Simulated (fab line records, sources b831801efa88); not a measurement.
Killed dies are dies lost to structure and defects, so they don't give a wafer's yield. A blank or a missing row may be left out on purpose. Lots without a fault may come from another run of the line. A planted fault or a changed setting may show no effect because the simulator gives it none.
A struck lot beside a sound one | flow sfq_line | 19 steps out of a route of 325
Sound: wafers L284.4, L284.5, L284.6. Struck: wafers L272.3, L272.5. The cause comes at the end.
At each step with rows: each side's tool, then ch and its chambers, then its first start. Under that, the readings that differ: sound wafers | struck wafers | difference of the means | sigmas: that difference in standard deviations of wafers without a fault.
alike: readings whose means differ by less than 2 such deviations, and words and numbers that are the same on both sides. not compared: withheld readings, readings that some wafer has no value for, bounds like >300 that may hide the same value, and numbers for which the record gives no deviation and whose values overlap.
The two part at a step that has a row with sigmas, a row that says differs or no value, or rows on one side only. Numbers that don't overlap but have no deviation are shown without sigmas and don't part them. A reading that every wafer of one side lacks parts them only if that side has two wafers or more.

SFQ_M1_OVL_MEAS_911:
  sound on overlay-02, day 19 13:45; struck on overlay-01, day 16 05:55
  alike: M1_OVL
SFQ_TRILAYER_M1_BARC_OPEN_METAL_ETCH_054: etches BARC in O2, target depth 125 nm, time 41.7 s.
  sound on rie_metal-02 ch 0,1, day 19 13:47; struck on rie_metal-04 ch 0, day 16 05:58
  alike: drypump_motor_current_A, oes_product_au
  not compared: rf_hours_counter_h
SFQ_TRILAYER_M1_ETCH_METAL_ETCH_042: etches Nb in Cl2/Ar, stops on SiO2, target depth 240 nm, time 120 s.
  sound on rie_metal-02 ch 0,1, day 19 13:52; struck on rie_metal-04 ch 0, day 16 06:02
  alike: drypump_motor_current_A, oes_product_au
  not compared: rf_hours_counter_h
SFQ_TRILAYER_M1_STRIP_STRIP_043: strips in O2.
  sound on rie_metal-02 ch 0,1, day 19 14:09; struck on rie_metal-04 ch 0, day 16 06:19
  alike: drypump_motor_current_A, oes_product_au
  not compared: rf_hours_counter_h
then, 3 steps without rows for these wafers: SFQ_TRILAYER_M1_STRIP_SOLV_CLEAN_044 (cleans in NMP, time 600 s); SFQ_TRILAYER_I1_DEP_PECVD_045 (deposits SiO2 from SiH4/N2O, time 111.11 s, target thk 500 nm); SFQ_TRILAYER_I1_CMP_CMP_046 (polishes SiO2).
SFQ_I1_BOW_MEAS_912:
  sound on film_metro-01, day 19 18:33; struck on film_metro-02, day 16 11:55
  alike: I1_BOW
SFQ_TRILAYER_I1_METRO_MEASURE_047:
  sound on film_metro-01, day 19 19:13; struck on film_metro-02, day 16 12:23
  alike: thk_nm
then, 3 steps without rows for these wafers: SFQ_TRILAYER_I1_VIA_LITHO_COAT_054 (resist thk 62 nm); SFQ_TRILAYER_I1_VIA_LITHO_COAT_049 (resist thk 650 nm); SFQ_TRILAYER_I1_VIA_LITHO_SOFTBAKE_053.
-- the record jumps here: 5 days lie between the struck wafers' starts before and after --
SFQ_TRILAYER_I1_VIA_LITHO_EXPOSE_050: exposes mask I1, target cd 500 nm.
  sound on krf_scanner-02 ch 0, day 25 07:31; struck on krf_scanner-02 ch 0, day 21 07:50
  alike: mask, reticle_temp_C
then, 2 steps without rows for these wafers: SFQ_TRILAYER_I1_VIA_LITHO_PEB_052 (peb time 60 s); SFQ_TRILAYER_I1_VIA_LITHO_DEVELOP_051 (time 60 s).
SFQ_I1_OVL_MEAS_913:
  sound on overlay-01, day 25 08:26; struck on overlay-02, day 21 08:57
  alike: I1_OVL
SFQ_TRILAYER_I1_VIA_BARC_OPEN_VIA_ETCH_071: etches BARC in O2, target depth 125 nm, time 41.7 s.
  sound on rie_diel-04 ch 0,3, day 25 08:28; struck on rie_diel-01 ch 1,2, day 21 08:58
  reading             | sound             | struck      | difference | sigmas
  model.I1.cd_nm (nm) | 497.1 498.5 496.5 | 517.6 515.7 | +19.3      |
  alike: drypump_motor_current_A, oes_product_au
  not compared: rf_hours_counter_h
SFQ_TRILAYER_I1_VIA_ETCH_VIA_ETCH_052: etches SiO2 in CHF3, stops on Nb, target depth 260 nm.
  sound on rie_diel-04 ch 0,3, day 25 08:30; struck on rie_diel-01 ch 1,2, day 21 09:01
  reading                     | sound             | struck      | difference | sigmas
  drypump_motor_current_A (A) | 6.3 5.0 6.3       | 4.8 5.2     | -0.9       | -2
  model.I1.cd_nm (nm)         | 495.9 494.3 496.5 | 521.2 515.9 | +23.0      |
  alike: oes_product_au
SFQ_TRILAYER_I1_VIA_STRIP_STRIP_053: strips in O2.
  sound on rie_metal-04 ch 0,1, day 25 08:49; struck on rie_metal-02 ch 0,1, day 21 09:19
  alike: drypump_motor_current_A, oes_product_au
  not compared: rf_hours_counter_h

WHERE THEY PART
Only at SFQ_TRILAYER_I1_VIA_ETCH_VIA_ETCH_052, within this record. Later steps at which nothing parts them and some readings are alike: SFQ_TRILAYER_I1_VIA_STRIP_STRIP_053.

WHY: what the simulator had put in
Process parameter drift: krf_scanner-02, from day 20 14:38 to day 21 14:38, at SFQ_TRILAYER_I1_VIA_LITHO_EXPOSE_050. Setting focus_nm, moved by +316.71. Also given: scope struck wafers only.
